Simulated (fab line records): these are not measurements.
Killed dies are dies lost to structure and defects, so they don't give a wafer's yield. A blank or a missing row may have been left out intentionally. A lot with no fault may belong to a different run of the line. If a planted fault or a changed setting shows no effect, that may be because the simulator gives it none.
fab line records ; flow gf180mcu
record: lots: 13; wafers: 39; last_day: 34
route steps=602 shown HV_LDD@223 NSD@247 PSD@255
lots untouched by any fault: they come from a run of this same line in which no faults occurred
start_h: hours from the record's opening day to when the first of the lot's shown wafers began ; wait_h: hours from the lot's prior step to this one ; " the same as in the row above ; L1.1+2: a row that stands for several wafers ; - value missing, or start not given ; * or withheld: withheld ; < > ~ a bound
route shown NAME@n: a module of which the file shows steps, and the number in the route of the first ; usual: mean/standard deviation of fault-free wafers ; same: alike in all rows ; chamber/n: place in a boat ; sites: each site's reading ; _std_site: standard deviation across them ; _edge_site: outer sites' mean less inner sites' ; radius_mm: how far each site lies from the wafer's centre ; mask NAME#n: copy n ; behind: the most recent tool/chamber to have shaped the wafer ; hold: why the lot was held/for how many hours/how that ended ; device: the transistor (n, p or np) that didn't switch ; end of line: the tests these same wafers got at the end of their route ; step lacking rows: just its recipe ; killed: not the wafer's yield, but the dies lost to structure and defects at the first sort ; map: shows each die of a wafer: x if killed, . if not, _ if none is there
set.NAME: the setting that was run; set.NAME@STEP: the one run at that earlier step ; model.NAME: the simulator's own value behind a step, which no gauge read
one table for each step of the route and one row for each wafer, over a sample of lots
services: a tool's chamber out of use, with start hour (start_h, from the record's first day; less than 0 if before it), hours out, and reason
== steps ==
step: GF_HV_LDD_OVL_MEAS_47
usual: HV_LDD_03_OVL: 0.1/1.5
lot.wafer;tool;chamber;start_h;wait_h;HV_LDD_03_OVL[nm]
L935.2;overlay-01;-;269.77;0.1;-1.4
L935.5;overlay-01;-;269.77;0.1;-2.1
L935.6;overlay-01;-;269.77;0.1;0.0
L937.1;overlay-02;-;285.06;0.1;2.3
L937.2;overlay-02;-;285.06;0.1;3.0
L937.4;overlay-02;-;285.06;0.1;2.2
L938.1;overlay-01;-;289.11;0.1;3.1
L938.3;overlay-01;-;289.11;0.1;2.0
L938.6;overlay-01;-;289.11;0.1;2.9
L939.2;overlay-02;-;299.71;0.1;0.9
L939.3;overlay-02;-;299.71;0.1;0.9
L939.5;overlay-02;-;299.71;0.1;-0.6
L940.1;overlay-02;-;307.85;0.1;0.3
L940.3;overlay-02;-;307.85;0.1;-0.8
L940.4;overlay-02;-;307.85;0.1;-0.4
L941.2;overlay-01;-;323.27;0.1;1.3
L941.4;overlay-01;-;323.27;0.1;0.9
L941.6;overlay-01;-;323.27;0.1;1.5
L942.1;overlay-01;-;334.11;0.1;-1.9
L942.2;overlay-01;-;334.11;0.1;0.7
L942.6;overlay-01;-;334.11;0.1;-0.7
L944.2;overlay-02;-;347.72;0.1;0.3
L944.4;overlay-02;-;347.72;0.1;-1.1
L944.5;overlay-02;-;347.72;0.1;0.9
L954.3;overlay-02;-;433.52;0.1;3.5
L954.5;overlay-02;-;433.52;0.1;2.5
L954.6;overlay-02;-;433.52;0.1;1.8
L955.1;overlay-02;-;434.56;0.1;1.1
L955.5;overlay-02;-;434.56;0.1;1.2
L955.6;overlay-02;-;434.56;0.1;1.0
L956.2;overlay-01;-;445.22;0.1;-0.7
L956.5;overlay-01;-;445.22;0.1;0.2
L956.6;overlay-01;-;445.22;0.1;1.0
L958.2;overlay-02;-;455.55;0.1;-0.1
L958.3;overlay-02;-;455.55;0.1;-0.2
L958.6;overlay-02;-;455.55;0.1;-1.2
L957.3;overlay-02;-;458.77;0.1;-0.4
L957.4;overlay-02;-;458.77;0.1;-2.5
L957.5;overlay-02;-;458.77;0.1;-0.1
step: GF_HV_LDD_CVD_54
recipe: material: SiO2; target_thk_nm: 10; precursor: TEOS; temp_c: 680; time_s: 75; pressure_mtorr: 400
usual: spike_tc_bottom_C: 700.8/1.4; spike_tc_centre_C: 680.8/0.89; spike_tc_lower_C: 679.8/1.2; spike_tc_top_C: 696.4/1.5; spike_tc_upper_C: 679.9/1.3; susceptor_temp_C: 679.99/0.3; zone_power_top_pct: 22.3/0.42; zone_power_upper_pct: 10.5/0.79
same: time_s: 75
lot.wafer;tool;chamber;start_h;wait_h;spike_tc_bottom_C;spike_tc_centre_C;spike_tc_lower_C;spike_tc_top_C;spike_tc_upper_C;susceptor_temp_C;zone_power_top_pct;zone_power_upper_pct
L935.2;lpcvd-01;1;270.35;0.1;702.1;679.4;681.8;697.0;683.1;680.05;22.4;10.3
L935.5;lpcvd-01;1;270.35;0.1;701.2;681.1;681.1;696.8;681.8;680.12;22.2;10.4
L935.6;lpcvd-01;1;270.35;0.1;699.2;681.5;681.5;697.2;679.7;679.96;22.5;10.2
L937.1;lpcvd-01;1;285.71;0.1;698.5;679.7;681.1;698.7;680.8;680.44;22.2;10.2
L937.2;lpcvd-01;1;285.71;0.1;700.3;680.3;681.5;697.1;680.0;679.85;22.2;10.5
L937.4;lpcvd-01;1;285.71;0.1;700.4;680.3;678.5;699.0;679.7;679.90;22.2;10.1
L938.1;lpcvd-01;1;289.69;0.1;699.8;681.6;679.5;697.8;680.2;680.26;22.1;10.4
L938.3;lpcvd-01;1;289.69;0.1;701.6;680.2;681.2;697.8;680.3;680.19;22.2;10.6
L938.6;lpcvd-01;1;289.69;0.1;700.2;680.5;680.3;696.4;679.4;680.01;22.7;10.3
L939.2;lpcvd-02;1;300.29;0.1;700.8;682.5;678.8;697.3;680.5;680.41;22.7;11.3
L939.3;lpcvd-02;1;300.29;0.1;699.5;680.6;678.3;696.8;679.9;679.72;22.1;11.4
L939.5;lpcvd-02;1;300.29;0.1;700.5;681.8;677.7;696.4;678.8;680.14;22.7;11.3
L940.1;lpcvd-01;0;308.43;0.1;702.1;681.7;679.2;693.4;680.9;680.47;21.6;10.3
L940.3;lpcvd-01;0;308.43;0.1;704.1;681.7;680.0;693.5;681.5;680.35;21.5;10.3
L940.4;lpcvd-01;0;308.43;0.1;701.8;681.0;678.5;693.7;681.4;680.24;21.4;10.3
L941.2;lpcvd-02;0;323.85;0.1;702.0;681.6;680.8;696.8;678.3;679.97;22.4;9.1
L941.4;lpcvd-02;0;323.85;0.1;702.6;681.9;680.5;697.4;678.0;680.06;22.5;9.1
L941.6;lpcvd-02;0;323.85;0.1;705.2;680.6;679.3;696.9;678.2;679.80;22.7;9.0
L942.1;lpcvd-02;1;334.70;0.1;700.1;681.5;679.1;697.5;679.6;680.28;22.4;11.3
L942.2;lpcvd-02;1;334.70;0.1;697.5;681.2;679.8;697.6;678.8;680.42;22.2;11.3
L942.6;lpcvd-02;1;334.70;0.1;700.9;680.3;678.8;695.4;680.2;680.14;22.6;11.3
L944.2;lpcvd-02;1;348.30;0.1;684.6;666.0;665.4;681.4;665.7;664.79;21.6;10.9
L944.4;lpcvd-02;1;348.30;0.1;685.1;666.2;665.5;681.4;664.1;665.12;21.8;11.0
L944.5;lpcvd-02;1;348.30;0.1;685.5;665.1;666.3;681.5;665.8;664.64;21.7;10.8
L954.3;lpcvd-02;1;434.10;0.1;700.7;682.0;676.9;697.0;679.9;679.24;22.6;11.4
L954.5;lpcvd-02;1;434.10;0.1;699.7;681.3;678.2;696.9;680.4;679.74;22.6;11.4
L954.6;lpcvd-02;1;434.10;0.1;700.0;680.5;680.1;695.9;678.8;679.31;21.9;11.2
L955.1;lpcvd-01;1;435.14;0.1;700.7;681.1;680.9;696.5;681.2;679.69;22.4;10.1
L955.5;lpcvd-01;1;435.14;0.1;698.6;679.4;678.9;697.8;678.9;679.76;22.4;10.4
L955.6;lpcvd-01;1;435.14;0.1;699.6;681.2;679.4;698.1;679.1;680.13;22.1;10.3
L956.2;lpcvd-02;0;445.80;0.1;701.4;681.2;680.3;697.4;676.7;680.02;22.9;9.0
L956.5;lpcvd-02;0;445.80;0.1;702.1;681.9;679.8;698.6;677.2;679.38;23.0;8.9
L956.6;lpcvd-02;0;445.80;0.1;702.5;681.6;679.5;696.4;678.0;679.31;22.8;9.2
L958.2;lpcvd-01;0;456.13;0.1;703.6;681.7;680.1;693.4;680.8;680.14;21.4;10.3
L958.3;lpcvd-01;0;456.13;0.1;701.6;680.9;679.8;695.7;681.0;680.03;21.3;10.4
L958.6;lpcvd-01;0;456.13;0.1;703.4;681.5;679.3;693.6;678.5;679.75;21.6;10.4
L957.3;lpcvd-02;0;459.37;0.1;702.3;681.2;681.8;695.6;678.8;680.49;22.6;9.0
L957.4;lpcvd-02;0;459.37;0.1;702.2;681.2;681.7;696.5;678.8;679.90;22.8;9.0
L957.5;lpcvd-02;0;459.37;0.1;701.9;680.7;678.0;696.4;677.6;680.12;22.5;9.1
step: GF_HV_LDD_THK_MEAS_55
recipe: reads: SiO2_of_HV_LDD_CVD_54
usual: HV_LDD_CVD_54_THK: 10.05/0.12
lot.wafer;tool;chamber;start_h;wait_h;HV_LDD_CVD_54_THK[nm]
L935.2;film_metro-02;-;271.38;0.0;10.15
L935.5;film_metro-02;-;271.38;0.0;10.04
L935.6;film_metro-02;-;271.38;0.0;10.01
L937.1;film_metro-04;-;287.24;0.0;10.17
L937.2;film_metro-04;-;287.24;0.0;10.03
L937.4;film_metro-04;-;287.24;0.0;10.04
L938.1;film_metro-02;-;291.22;0.0;9.93
L938.3;film_metro-02;-;291.22;0.0;9.92
L938.6;film_metro-02;-;291.22;0.0;9.86
L939.2;film_metro-03;-;301.32;0.0;10.05
L939.3;film_metro-03;-;301.32;0.0;10.16
L939.5;film_metro-03;-;301.32;0.0;10.04
L940.1;film_metro-02;-;309.45;0.0;10.08
L940.3;film_metro-02;-;309.45;0.0;10.05
L940.4;film_metro-02;-;309.45;0.0;10.02
L941.2;film_metro-04;-;324.88;0.0;9.92
L941.4;film_metro-04;-;324.88;0.0;9.94
L941.6;film_metro-04;-;324.88;0.0;9.96
L942.1;film_metro-04;-;335.72;0.0;10.00
L942.2;film_metro-04;-;335.72;0.0;10.00
L942.6;film_metro-04;-;335.72;0.0;9.97
L944.2;film_metro-03;-;349.33;0.0;6.94
L944.4;film_metro-03;-;349.33;0.0;6.87
L944.5;film_metro-03;-;349.33;0.0;7.07
L954.3;film_metro-02;-;435.14;0.0;10.07
L954.5;film_metro-02;-;435.14;0.0;9.95
L954.6;film_metro-02;-;435.14;0.0;10.19
L955.1;film_metro-03;-;436.17;0.0;10.27
L955.5;film_metro-03;-;436.17;0.0;10.06
L955.6;film_metro-03;-;436.17;0.0;10.16
L956.2;film_metro-02;-;446.83;0.0;9.81
L956.5;film_metro-02;-;446.83;0.0;9.90
L956.6;film_metro-02;-;446.83;0.0;9.80
L958.2;film_metro-03;-;457.16;0.0;9.91
L958.3;film_metro-03;-;457.16;0.0;10.15
L958.6;film_metro-03;-;457.16;0.0;10.08
L957.3;film_metro-03;-;460.41;0.0;10.30
L957.4;film_metro-03;-;460.41;0.0;10.16
L957.5;film_metro-03;-;460.41;0.0;10.20
step: GF_NSD_TW_MEAS_12
usual: NSD_TW: 4302/53
lot.wafer;tool;chamber;start_h;wait_h;NSD_TW
L935.2;film_metro-01;-;292.66;0.1;4352
L935.5;film_metro-01;-;292.66;0.1;4355
L935.6;film_metro-01;-;292.66;0.1;4346
L937.1;film_metro-03;-;310.27;0.1;4205
L937.2;film_metro-03;-;310.27;0.1;4215
L937.4;film_metro-03;-;310.27;0.1;4252
L938.1;film_metro-01;-;314.49;0.1;4333
L938.3;film_metro-01;-;314.49;0.1;4333
L938.6;film_metro-01;-;314.49;0.1;4320
L939.2;film_metro-03;-;323.47;0.1;4237
L939.3;film_metro-03;-;323.47;0.1;4216
L939.5;film_metro-03;-;323.47;0.1;4218
L940.1;film_metro-03;-;331.66;0.1;4216
L940.3;film_metro-03;-;331.66;0.1;4206
L940.4;film_metro-03;-;331.66;0.1;4220
L941.2;film_metro-01;-;347.86;0.1;4362
L941.4;film_metro-01;-;347.86;0.1;4336
L941.6;film_metro-01;-;347.86;0.1;4369
L942.1;film_metro-01;-;359.44;0.1;4357
L942.2;film_metro-01;-;359.44;0.1;4356
L942.6;film_metro-01;-;359.44;0.1;4348
L944.2;film_metro-01;-;373.71;0.1;4362
L944.4;film_metro-01;-;373.71;0.1;4366
L944.5;film_metro-01;-;373.71;0.1;4336
L954.3;film_metro-02;-;461.08;0.1;4271
L954.5;film_metro-02;-;461.08;0.1;4279
L954.6;film_metro-02;-;461.08;0.1;4307
L955.1;film_metro-03;-;462.03;0.1;4239
L955.5;film_metro-03;-;462.03;0.1;4259
L955.6;film_metro-03;-;462.03;0.1;4212
L956.2;film_metro-01;-;472.86;0.1;4352
L956.5;film_metro-01;-;472.86;0.1;4350
L956.6;film_metro-01;-;472.86;0.1;4351
L958.2;film_metro-02;-;483.06;0.1;4270
L958.3;film_metro-02;-;483.06;0.1;4272
L958.6;film_metro-02;-;483.06;0.1;4285
L957.3;film_metro-01;-;487.17;0.1;4345
L957.4;film_metro-01;-;487.17;0.1;4351
L957.5;film_metro-01;-;487.17;0.1;4325
step: GF_PSD_CD_MEAS_07
recipe: target_cd_nm: 400
usual: cd_nm: 400.3/2.2
lot.wafer;tool;chamber;start_h;wait_h;cd_nm
L935.2;cd_sem-01;-;312.41;0.1;399.1
L935.5;cd_sem-01;-;312.41;0.1;402.1
L935.6;cd_sem-01;-;312.41;0.1;399.7
L937.1;cd_sem-02;-;330.49;0.1;398.8
L937.2;cd_sem-02;-;330.49;0.1;398.8
L937.4;cd_sem-02;-;330.49;0.1;398.7
L938.1;cd_sem-02;-;334.94;0.1;399.0
L938.3;cd_sem-02;-;334.94;0.1;398.8
L938.6;cd_sem-02;-;334.94;0.1;398.2
L939.2;cd_sem-02;-;344.41;0.1;402.2
L939.3;cd_sem-02;-;344.41;0.1;401.9
L939.5;cd_sem-02;-;344.41;0.1;401.0
L940.1;cd_sem-01;-;353.09;0.1;399.7
L940.3;cd_sem-01;-;353.09;0.1;398.1
L940.4;cd_sem-01;-;353.09;0.1;399.5
L941.2;cd_sem-01;-;369.43;0.1;399.3
L941.4;cd_sem-01;-;369.43;0.1;400.0
L941.6;cd_sem-01;-;369.43;0.1;401.4
L942.1;cd_sem-02;-;381.74;0.1;399.4
L942.2;cd_sem-02;-;381.74;0.1;402.8
L942.6;cd_sem-02;-;381.74;0.1;401.7
L944.2;cd_sem-02;-;396.03;0.1;397.5
L944.4;cd_sem-02;-;396.03;0.1;395.3
L944.5;cd_sem-02;-;396.03;0.1;398.3
L954.3;cd_sem-02;-;484.70;0.1;400.5
L954.5;cd_sem-02;-;484.70;0.1;400.3
L954.6;cd_sem-02;-;484.70;0.1;398.1
L955.1;cd_sem-02;-;485.56;0.1;401.3
L955.5;cd_sem-02;-;485.56;0.1;396.7
L955.6;cd_sem-02;-;485.56;0.1;400.6
L956.2;cd_sem-01;-;496.01;0.1;400.2
L956.5;cd_sem-01;-;496.01;0.1;402.5
L956.6;cd_sem-01;-;496.01;0.1;401.1
L958.2;cd_sem-01;-;506.73;0.1;404.0
L958.3;cd_sem-01;-;506.73;0.1;400.4
L958.6;cd_sem-01;-;506.73;0.1;401.8
L957.3;cd_sem-01;-;510.33;0.1;399.6
L957.4;cd_sem-01;-;510.33;0.1;404.0
L957.5;cd_sem-01;-;510.33;0.1;400.4
== services ==
tool;chamber;start_h;hours;kind
lpcvd-01;-;362.84;1.0;repair
lpcvd-02;-;374.06;3.4;repair
== key ==
first_sign: step: GF_HV_LDD_CVD_54; reading: susceptor_temp_C; direction: down; sigmas: 51; usual: *; struck: *
effect: step: GF_HV_LDD_CVD_54; reading: spike_tc_centre_C; direction: down; sigmas: 17; usual: 680.8; struck: 665.7
effect: step: GF_HV_LDD_THK_MEAS_55; reading: HV_LDD_CVD_54_THK; direction: down; sigmas: 26; usual: 10.05; struck: 6.96
met_at GF_HV_LDD_CVD_54
struck_lots L944
struck_wafers L944.2,L944.4,L944.5
tester_left_out L944
not_acting_at GF_HV_LDD_OVL_MEAS_47,GF_NSD_TW_MEAS_12,GF_PSD_CD_MEAS_07
onset_between 334.70 348.30
fault: kind: process_parameter_drift; tool: lpcvd-02; chamber: 1; onset_h: 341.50; steps: GF_HV_LDD_CVD_54; channel: temp_c; offset: *; shape: step; end_h: 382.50; acts_in: *; stated: *
tester_left_out: of these lots the tester's yield and bins aren't shown, on N5 and GAA mostly nor the transistor test; their killed dies are dies lost to structure and defects alone, not to doping, threshold or leakage, so they don't give the yield
